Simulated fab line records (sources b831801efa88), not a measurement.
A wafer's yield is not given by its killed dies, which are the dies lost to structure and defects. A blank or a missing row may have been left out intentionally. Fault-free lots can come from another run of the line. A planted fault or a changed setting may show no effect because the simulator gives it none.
Split-lot study / flow sfqLine / on a route of 325 steps: 5 lots, 27 wafers read

== SPLIT DETAILS ==
At SFQ_TRILAYER_I4_DEP_PECVD_099 (deposits SiO2 from SiH4/N2O, time 111.11 s, target thk 500 nm), the setting timeS was moved away from the recipe's 111.11 s on 12 of the 27 wafers read, by -24.4% to +36.0%. The other wafers ran this setting at the recipe's value.

Reading taken at the split's own step.

== THE READING ==
SiO2_of_TRILAYER_I4_DEP_PECVD_099.thkNm (the simulator's own value, which no gauge read), in nm, at SFQ_TRILAYER_I4_DEP_PECVD_099 (deposits SiO2 from SiH4/N2O, time 111.11 s, target thk 500 nm). There is no usual value for it anywhere in the file. Here, 15 wafers ran the recipe; their average is 498.4 nm with a standard deviation of 9 nm.

wafer=L074.1; tool, chamber at the split=pecvd-02, 1; timeS as run, s=144.3; against the recipe=+29.9%; SiO2_of_TRILAYER_I4_DEP_PECVD_099.thkNm, nm=645.1; against lot-mates on the recipe=+147.4
wafer=L074.2; tool, chamber at the split=pecvd-02, 2; timeS as run, s=111.11; against the recipe=recipe; SiO2_of_TRILAYER_I4_DEP_PECVD_099.thkNm, nm=490.2; against lot-mates on the recipe=-
wafer=L074.3; tool, chamber at the split=pecvd-02, 0; timeS as run, s=144.3; against the recipe=+29.9%; SiO2_of_TRILAYER_I4_DEP_PECVD_099.thkNm, nm=642.1; against lot-mates on the recipe=+144.4
wafer=L074.4; tool, chamber at the split=pecvd-02, 1; timeS as run, s=111.11; against the recipe=recipe; SiO2_of_TRILAYER_I4_DEP_PECVD_099.thkNm, nm=506.9; against lot-mates on the recipe=-
wafer=L074.5; tool, chamber at the split=pecvd-02, 2; timeS as run, s=144.3; against the recipe=+29.9%; SiO2_of_TRILAYER_I4_DEP_PECVD_099.thkNm, nm=648.3; against lot-mates on the recipe=+150.6
wafer=L074.6; tool, chamber at the split=pecvd-02, 0; timeS as run, s=111.11; against the recipe=recipe; SiO2_of_TRILAYER_I4_DEP_PECVD_099.thkNm, nm=496; against lot-mates on the recipe=-
wafer=L077.2; tool, chamber at the split=pecvd-01, 2; timeS as run, s=111.11; against the recipe=recipe; SiO2_of_TRILAYER_I4_DEP_PECVD_099.thkNm, nm=489.1; against lot-mates on the recipe=-
wafer=L077.4; tool, chamber at the split=pecvd-01, 2; timeS as run, s=111.11; against the recipe=recipe; SiO2_of_TRILAYER_I4_DEP_PECVD_099.thkNm, nm=507.2; against lot-mates on the recipe=-
wafer=L077.6; tool, chamber at the split=pecvd-01, 1; timeS as run, s=111.11; against the recipe=recipe; SiO2_of_TRILAYER_I4_DEP_PECVD_099.thkNm, nm=498.8; against lot-mates on the recipe=-
wafer=L078.1; tool, chamber at the split=pecvd-04, 2; timeS as run, s=128.6; against the recipe=+15.7%; SiO2_of_TRILAYER_I4_DEP_PECVD_099.thkNm, nm=583.3; against lot-mates on the recipe=+74.3
wafer=L078.2; tool, chamber at the split=pecvd-04, 0; timeS as run, s=128.6; against the recipe=+15.7%; SiO2_of_TRILAYER_I4_DEP_PECVD_099.thkNm, nm=570.7; against lot-mates on the recipe=+61.7
wafer=L078.3; tool, chamber at the split=pecvd-04, 1; timeS as run, s=128.6; against the recipe=+15.7%; SiO2_of_TRILAYER_I4_DEP_PECVD_099.thkNm, nm=580.4; against lot-mates on the recipe=+71.4
wafer=L078.4; tool, chamber at the split=pecvd-04, 0; timeS as run, s=111.11; against the recipe=recipe; SiO2_of_TRILAYER_I4_DEP_PECVD_099.thkNm, nm=506.2; against lot-mates on the recipe=-
wafer=L078.5; tool, chamber at the split=pecvd-04, 1; timeS as run, s=111.11; against the recipe=recipe; SiO2_of_TRILAYER_I4_DEP_PECVD_099.thkNm, nm=511.7; against lot-mates on the recipe=-
wafer=L078.6; tool, chamber at the split=pecvd-04, 2; timeS as run, s=111.11; against the recipe=recipe; SiO2_of_TRILAYER_I4_DEP_PECVD_099.thkNm, nm=509.1; against lot-mates on the recipe=-
wafer=L079.1; tool, chamber at the split=pecvd-02, 1; timeS as run, s=111.11; against the recipe=recipe; SiO2_of_TRILAYER_I4_DEP_PECVD_099.thkNm, nm=486.3; against lot-mates on the recipe=-
wafer=L079.2; tool, chamber at the split=pecvd-02, 2; timeS as run, s=151.1; against the recipe=+36.0%; SiO2_of_TRILAYER_I4_DEP_PECVD_099.thkNm, nm=662.7; against lot-mates on the recipe=+173.8
wafer=L079.3; tool, chamber at the split=pecvd-02, 0; timeS as run, s=111.11; against the recipe=recipe; SiO2_of_TRILAYER_I4_DEP_PECVD_099.thkNm, nm=481.8; against lot-mates on the recipe=-
wafer=L079.4; tool, chamber at the split=pecvd-02, 1; timeS as run, s=111.11; against the recipe=recipe; SiO2_of_TRILAYER_I4_DEP_PECVD_099.thkNm, nm=498.6; against lot-mates on the recipe=-
wafer=L079.5; tool, chamber at the split=pecvd-02, 2; timeS as run, s=151.1; against the recipe=+36.0%; SiO2_of_TRILAYER_I4_DEP_PECVD_099.thkNm, nm=676; against lot-mates on the recipe=+187.1
wafer=L079.6; tool, chamber at the split=pecvd-02, 0; timeS as run, s=151.1; against the recipe=+36.0%; SiO2_of_TRILAYER_I4_DEP_PECVD_099.thkNm, nm=666.6; against lot-mates on the recipe=+177.7
wafer=L081.1; tool, chamber at the split=pecvd-02, 2; timeS as run, s=83.95; against the recipe=-24.4%; SiO2_of_TRILAYER_I4_DEP_PECVD_099.thkNm, nm=366.3; against lot-mates on the recipe=-131.7
wafer=L081.2; tool, chamber at the split=pecvd-02, 1; timeS as run, s=83.95; against the recipe=-24.4%; SiO2_of_TRILAYER_I4_DEP_PECVD_099.thkNm, nm=371.3; against lot-mates on the recipe=-126.7
wafer=L081.3; tool, chamber at the split=pecvd-02, 0; timeS as run, s=111.11; against the recipe=recipe; SiO2_of_TRILAYER_I4_DEP_PECVD_099.thkNm, nm=488.7; against lot-mates on the recipe=-
wafer=L081.4; tool, chamber at the split=pecvd-02, 0; timeS as run, s=83.95; against the recipe=-24.4%; SiO2_of_TRILAYER_I4_DEP_PECVD_099.thkNm, nm=378.7; against lot-mates on the recipe=-119.3
wafer=L081.5; tool, chamber at the split=pecvd-02, 1; timeS as run, s=111.11; against the recipe=recipe; SiO2_of_TRILAYER_I4_DEP_PECVD_099.thkNm, nm=504.2; against lot-mates on the recipe=-
wafer=L081.6; tool, chamber at the split=pecvd-02, 2; timeS as run, s=111.11; against the recipe=recipe; SiO2_of_TRILAYER_I4_DEP_PECVD_099.thkNm, nm=501.1; against lot-mates on the recipe=-

THE FIT
A straight line over all 27 wafers: SiO2_of_TRILAYER_I4_DEP_PECVD_099.thkNm changes by +4.92 nm for each +1% of timeS; r = +1.00; the points scatter about the line by 8.3 nm.
The same after taking each lot's own level away (the mean of its wafers on the recipe; 27 wafers): +4.99 nm for each +1%; r = +1.00; scatter 6.7 nm.
According to that fit, moving timeS by its largest amount changes the reading by 1.8e+02 nm.
The lots' own levels span 488.90 to 509.00 nm, that is 2.2 times the standard deviation above.
Hence the lot-to-lot level has little effect on the slope; both slopes agree.
Check: with one of the wafers moved furthest among these (+36.0%) left out of the fit, the line predicts +179 nm for it against its lot-mates. It came out at +174 nm against them.

== OTHER SPLITS ON THESE WAFERS ==
Before the reading, these wafers also passed through other splits. Each is held against what the fit with the lots' levels taken away leaves over:
other split on the same wafers=SFQ_TRILAYER_M3_ETCH_METAL_ETCH_078 timeS; wafers away from the commonest value=9; r with SiO2_of_TRILAYER_I4_DEP_PECVD_099.thkNm (lot level and that fit taken away)=+0.00

== THE WHOLE CHAIN: every reading that the file lists as answering this split, in the file's order ==
step=SFQ_TRILAYER_I4_DEP_PECVD_099; what it does=deposits SiO2 from SiH4/N2O, time 111.11 s, target thk 500 nm; reading=SiO2_of_TRILAYER_I4_DEP_PECVD_099.thkNm (the simulator's own value, which no gauge read); change (the file's fit)=+4.96 nm for each +1% of the setting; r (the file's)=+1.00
step=SFQ_TRILAYER_I4_CMP_CMP_100; what it does=polishes SiO2; reading=timeToEndpointS; change (the file's fit)=withheld for each +1% of the setting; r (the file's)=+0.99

== THE FILE'S OWN FIT ==
SiO2_of_TRILAYER_I4_DEP_PECVD_099.thkNm changes by +4.96 nm for each +1% of timeS, r = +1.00.
